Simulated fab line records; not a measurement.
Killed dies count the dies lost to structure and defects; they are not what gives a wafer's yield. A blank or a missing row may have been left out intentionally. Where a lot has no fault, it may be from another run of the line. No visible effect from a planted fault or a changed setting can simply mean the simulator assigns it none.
Which tool did it? / flow gf180mcu / 10 lots with 30 wafers sampled at 5 steps, on a route of 602 steps

WHAT THE GAUGES SHOWED, per wafer
GF_M1_THK_MEAS_06: measures by xrf.
lot=L938; measured=day 16 04:14; on=film_metro-01; M1_ALCU_THK (nm)=447 445 446
lot=L941; measured=day 17 03:00; on=film_metro-03; M1_ALCU_THK (nm)=438 443 447
lot=L942; measured=day 17 18:11; on=film_metro-04; M1_ALCU_THK (nm)=444 439 446
lot=L946; measured=day 19 10:23; on=film_metro-01; M1_ALCU_THK (nm)=452 455 453
lot=L949; measured=day 20 10:26; on=film_metro-03; M1_ALCU_THK (nm)=473 443 452
lot=L952; measured=day 21 04:35; on=film_metro-03; M1_ALCU_THK (nm)=461 443 461
lot=L954; measured=day 22 05:44; on=film_metro-04; M1_ALCU_THK (nm)=447 443 449
lot=L955; measured=day 22 14:52; on=film_metro-03; M1_ALCU_THK (nm)=448 443 445
lot=L956; measured=day 22 19:36; on=film_metro-04; M1_ALCU_THK (nm)=439 445 440
lot=L959; measured=day 23 15:22; on=film_metro-04; M1_ALCU_THK (nm)=438 432 436

TOOL THAT RAN EACH LOT (tool first, then ch and the chambers of the sampled wafers, then the start)
lot=L938; GF_CONTACT_CMP_04=cmp-01 ch 0,1, day 15 04:20; GF_CONTACT_ETCH_17=rie_diel-03 ch 0,3, day 16 02:55 or earlier; GF_CONTACT_STRIP_18=plasma_asher-02 ch 0,1, day 16 02:55; GF_M1_SPUTTER_04=pvd_sputter-03, day 16 04:03
lot=L941; GF_CONTACT_CMP_04=cmp-02 ch 2,3, day 16 02:02; GF_CONTACT_ETCH_17=rie_diel-04 ch 0,2,3, day 17 01:41 or earlier; GF_CONTACT_STRIP_18=plasma_asher-02 ch 0,1, day 17 01:41; GF_M1_SPUTTER_04=pvd_sputter-03, day 17 02:50
lot=L942; GF_CONTACT_CMP_04=cmp-02 ch 0,1,3, day 16 16:52; GF_CONTACT_ETCH_17=rie_diel-04 ch 0,1,3, day 17 16:50 or earlier; GF_CONTACT_STRIP_18=plasma_asher-01 ch 0,1, day 17 16:50; GF_M1_SPUTTER_04=pvd_sputter-03, day 17 18:01
lot=L946; GF_CONTACT_CMP_04=cmp-02 ch 1,2,3, day 18 08:18; GF_CONTACT_ETCH_17=rie_diel-01 ch 0,1,2, day 19 09:04 or earlier; GF_CONTACT_STRIP_18=plasma_asher-04 ch 0,1, day 19 09:04; GF_M1_SPUTTER_04=pvd_sputter-04, day 19 10:14
lot=L949; GF_CONTACT_CMP_04=cmp-01 ch 1,2,3, day 19 08:07; GF_CONTACT_ETCH_17=rie_diel-03 ch 0,2,3, day 20 09:07 or earlier; GF_CONTACT_STRIP_18=plasma_asher-01 ch 0,1, day 20 09:07; GF_M1_SPUTTER_04=pvd_sputter-03, day 20 10:17
lot=L952; GF_CONTACT_CMP_04=cmp-01 ch 0,1,3, day 20 03:20; GF_CONTACT_ETCH_17=rie_diel-01 ch 0,1,3, day 21 03:16 or earlier; GF_CONTACT_STRIP_18=plasma_asher-01 ch 0,1, day 21 03:16; GF_M1_SPUTTER_04=pvd_sputter-03, day 21 04:26
lot=L954; GF_CONTACT_CMP_04=cmp-01 ch 1,2, day 21 04:07; GF_CONTACT_ETCH_17=rie_diel-01 ch 1,2, day 22 04:22 or earlier; GF_CONTACT_STRIP_18=plasma_asher-01 ch 0,1, day 22 04:22; GF_M1_SPUTTER_04=pvd_sputter-04, day 22 05:32
lot=L955; GF_CONTACT_CMP_04=cmp-01 ch 0,2,3, day 21 13:29; GF_CONTACT_ETCH_17=rie_diel-04 ch 1,2,3, day 22 13:20 or earlier; GF_CONTACT_STRIP_18=plasma_asher-02 ch 0,1, day 22 13:20; GF_M1_SPUTTER_04=pvd_sputter-04, day 22 14:42
lot=L956; GF_CONTACT_CMP_04=cmp-01 ch 0,2,3, day 21 18:02; GF_CONTACT_ETCH_17=rie_diel-03 ch 0,1,3, day 22 18:16 or earlier; GF_CONTACT_STRIP_18=plasma_asher-01 ch 0,1, day 22 18:16; GF_M1_SPUTTER_04=pvd_sputter-02, day 22 19:26
lot=L959; GF_CONTACT_CMP_04=cmp-01 ch 0,3, day 22 14:23; GF_CONTACT_ETCH_17=rie_diel-03 ch 0,1, day 23 14:02 or earlier; GF_CONTACT_STRIP_18=plasma_asher-02 ch 0,1, day 23 14:02; GF_M1_SPUTTER_04=pvd_sputter-02, day 23 15:13
- GF_CONTACT_CMP_04: polishes SiO2.
- GF_CONTACT_ETCH_17: etches SiO2 in C4F8/O2/Ar, stops on CoSi2, target depth 860 nm.
- GF_CONTACT_STRIP_18: strips in O2/N2.
- GF_M1_SPUTTER_04: material TiN, target thk 50 nm, time 41.7 s.

THE ANSWER, worked out from the rows above alone
Rule: the lots themselves supply what counts as usual. The widest of any qualifying gaps counts: lots, ordered by their means at a reading, are off when they make up no more than a third of the lots, leave a main group of 4 or more, and stand apart from it by 3 or more times the standard deviation of that group's means. The tables above print the reading to a certain number of digits; a main group whose means all agree to those digits is not used. A lot without any number at a reading at which 4 lots or more have one is off too. All remaining lots with rows at the step are treated as sound.
Nothing can be told from this: no lot is off at any reading shown.

WHAT THE SIMULATOR HAD PUT IN
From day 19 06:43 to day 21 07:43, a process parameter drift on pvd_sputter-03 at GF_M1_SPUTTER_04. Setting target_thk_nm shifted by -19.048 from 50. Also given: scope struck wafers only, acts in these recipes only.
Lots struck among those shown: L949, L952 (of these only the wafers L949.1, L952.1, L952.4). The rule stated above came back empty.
